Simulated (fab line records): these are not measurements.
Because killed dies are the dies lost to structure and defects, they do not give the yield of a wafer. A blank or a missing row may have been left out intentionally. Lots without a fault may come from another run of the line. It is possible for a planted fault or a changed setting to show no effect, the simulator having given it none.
Which of the tools did it? ; flow gf180mcu ; 14 lots, 42 wafers sampled, at 4 steps of a route of 602

WHAT THE GAUGES SHOWED, per wafer
GF_V3_CD_MEAS_14 targets a cd of 260 nm.
lot;measured;on;cdNm (nm)
L713;day 22 02:41;cdSem-01;259.9 260.6 259.3
L714;day 22 15:10;cdSem-01;261.3 261.1 260.5
L715;day 22 17:21;cdSem-01;257.9 259.5 259.1
L719;day 24 20:16;cdSem-02;260.1 258.4 259.2
L720;day 24 18:38;cdSem-01;259.8 260.4 260.9
L723;day 25 18:59;cdSem-01;260.6 259.8 260.2
L724;day 26 09:31;cdSem-01;262.4 262.2 261.1
L726;day 27 08:40;cdSem-02;261.3 260.7 261.2
L730;day 28 10:19;cdSem-01;260.6 260.3 261.3
L731;day 28 13:12;cdSem-02;259.1 259.3 259.0
L733;day 29 04:20;cdSem-02;262.4 262.1 262.3
L732;day 29 03:22;cdSem-01;259.9 260.9 259.8
L734;day 29 11:32;cdSem-02;257.2 258.1 258.2
L736;day 30 00:50;cdSem-01;257.8 258.7 258.1

EACH LOT AND THE TOOL THAT RAN IT (in order: tool; ch and the chambers of the sampled wafers; start)
lot;GF_STI_DEVELOP_11;GF_M2_SPUTTER_02;GF_M2_STRIP_17
L713;lithoTrack-02 ch 0, day 2 01:45;pvdSputter-04, day 17 21:32;plasmaAsher-02 ch 0,1, day 18 22:01
L714;lithoTrack-03 ch 0, day 2 07:11;pvdSputter-02, day 18 10:16;plasmaAsher-02 ch 0,1, day 19 11:02
L715;lithoTrack-02 ch 0, day 2 11:20;pvdSputter-01, day 18 12:07;plasmaAsher-03 ch 0,1, day 19 12:38
L719;lithoTrack-04 ch 0, day 3 08:12;pvdSputter-01, day 20 21:00;plasmaAsher-03 ch 0,1, day 21 20:34
L720;lithoTrack-02 ch 0, day 3 12:44;pvdSputter-01, day 20 18:20;plasmaAsher-03 ch 0,1, day 21 18:20
L723;lithoTrack-02 ch 0, day 4 05:17;pvdSputter-01, day 21 21:35;plasmaAsher-04 ch 0,1, day 22 21:40
L724;lithoTrack-02 ch 0, day 4 09:54;pvdSputter-02, day 22 10:13;plasmaAsher-02 ch 0,1, day 23 09:23
L726;lithoTrack-04 ch 0, day 4 19:58;pvdSputter-01, day 23 09:58;plasmaAsher-04 ch 0, day 24 08:40
L730;lithoTrack-03 ch 0, day 5 18:01;pvdSputter-04, day 24 17:47;plasmaAsher-03 ch 0,1, day 25 15:38
L731;lithoTrack-04 ch 0, day 5 23:12;pvdSputter-02, day 24 23:13;plasmaAsher-02 ch 0,1, day 25 19:01
L733;lithoTrack-04 ch 0, day 6 08:09;pvdSputter-02, day 25 13:17;plasmaAsher-04 ch 0,1, day 26 10:56
L732;lithoTrack-03 ch 0, day 6 08:32;pvdSputter-01, day 25 13:12;plasmaAsher-03 ch 0,1, day 26 10:35
L734;lithoTrack-03 ch 0, day 6 18:22;pvdSputter-01, day 25 22:41;plasmaAsher-03 ch 0,1, day 26 19:56
L736;lithoTrack-03 ch 0, day 7 00:13;pvdSputter-01, day 26 12:33;plasmaAsher-03 ch 0,1, day 27 09:26
- GF_STI_DEVELOP_11: develop time 60 s.
- GF_M2_SPUTTER_02: material AlCu, target thk 450 nm, time 23.9 s.
- GF_M2_STRIP_17: strips in O2/N2.

AS READ BY THE TOOLS THEMSELVES (means over the sampled wafers that have a number; for cases with no such wafer, the mark the record gives instead)
GF_STI_DEVELOP_11.
lot;tool;developerTempC (C)
L713;lithoTrack-02;21.17
L714;lithoTrack-03;21.01
L715;lithoTrack-02;21.02
L719;lithoTrack-04;20.96
L720;lithoTrack-02;21.08
L723;lithoTrack-02;21.70
L724;lithoTrack-02;21.88
L726;lithoTrack-04;20.82
L730;lithoTrack-03;21.13
L731;lithoTrack-04;21.04
L733;lithoTrack-04;20.88
L732;lithoTrack-03;21.07
L734;lithoTrack-03;21.03
L736;lithoTrack-03;20.97

GF_M2_SPUTTER_02.
lot;tool;throttleValvePct (%)
L713;pvdSputter-04;28.5
L714;pvdSputter-02;30.4
L715;pvdSputter-01;30.2
L719;pvdSputter-01;29.4
L720;pvdSputter-01;30.7
L723;pvdSputter-01;30.1
L724;pvdSputter-02;29.9
L726;pvdSputter-01;30.4
L730;pvdSputter-04;29.8
L731;pvdSputter-02;30.6
L733;pvdSputter-02;30.5
L732;pvdSputter-01;30.7
L734;pvdSputter-01;30.0
L736;pvdSputter-01;31.0

GF_M2_STRIP_17.
lot;tool;drypumpMotorCurrentA (A);heaterPowerW (W);oesProductAu (a.u.);stripTimeToEndpointS (s)
L713;plasmaAsher-02;5.7;350;0.562;7.94
L714;plasmaAsher-02;5.4;347;0.559;7.88
L715;plasmaAsher-03;5.6;338;0.558;7.91
L719;plasmaAsher-03;5.6;344;0.558;7.88
L720;plasmaAsher-03;5.8;358;0.565;7.95
L723;plasmaAsher-04;5.4;319;0.556;7.83
L724;plasmaAsher-02;5.4;345;0.561;7.91
L726;plasmaAsher-04;5.4;316;0.556;7.90
L730;plasmaAsher-03;5.8;359;0.554;7.88
L731;plasmaAsher-02;5.4;346;0.561;7.90
L733;plasmaAsher-04;5.4;333;0.560;7.90
L732;plasmaAsher-03;5.6;343;0.557;7.88
L734;plasmaAsher-03;5.8;358;0.555;7.86
L736;plasmaAsher-03;5.8;361;0.559;7.90

THE ANSWER, worked out from the rows above alone
Rule: usual is defined by the lots themselves. The widest of any qualifying gaps counts: lots, ordered by their means at a reading, are off when they make up no more than a third of the lots, leave a main group of 4 or more, and stand apart from it by 3 or more times the standard deviation of that group's means. A main group is skipped when, at the precision printed for the reading in the tables above, its means are all equal. A lot without any number at a reading at which 4 lots or more have one is off too. Where the step has rows for the other lots, those lots are counted as sound. After the gauges, taken in route order, come the tools' own readings; for these a lot's mean is taken, as printed above. At the first step where some lot is off, the reading lying furthest off is the one used; lots without a number count as furthest.
Off: L723, L724 (GF_STI_DEVELOP_11, developerTempC). For the main group the mean is 21.02 C and the standard deviation 0.094.
If a tool, at that step or one of the process steps before it, ran each lot that is off and ran no sound lot following the first of them, it fits. One fits: GF_STI_DEVELOP_11 on lithoTrack-02. Its last sound lot is L720 (day 3 12:44), its first lot that is off L723 (day 4 05:17): a fault that began between those two fits.
On the lots that are off, the tool's own readings at GF_STI_DEVELOP_11 differ by more than 5 times the standard deviation of the sound lots' means, which bears it out; developerTempC reads 21.79 C there versus 21.02 C on the sound lots.

WHAT HAD BEEN PUT IN BY THE SIMULATOR
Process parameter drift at GF_STI_DEVELOP_11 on lithoTrack-02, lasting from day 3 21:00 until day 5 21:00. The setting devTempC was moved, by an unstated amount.
Shown lots that were struck: L723, L724. This agrees with what the rule above found.
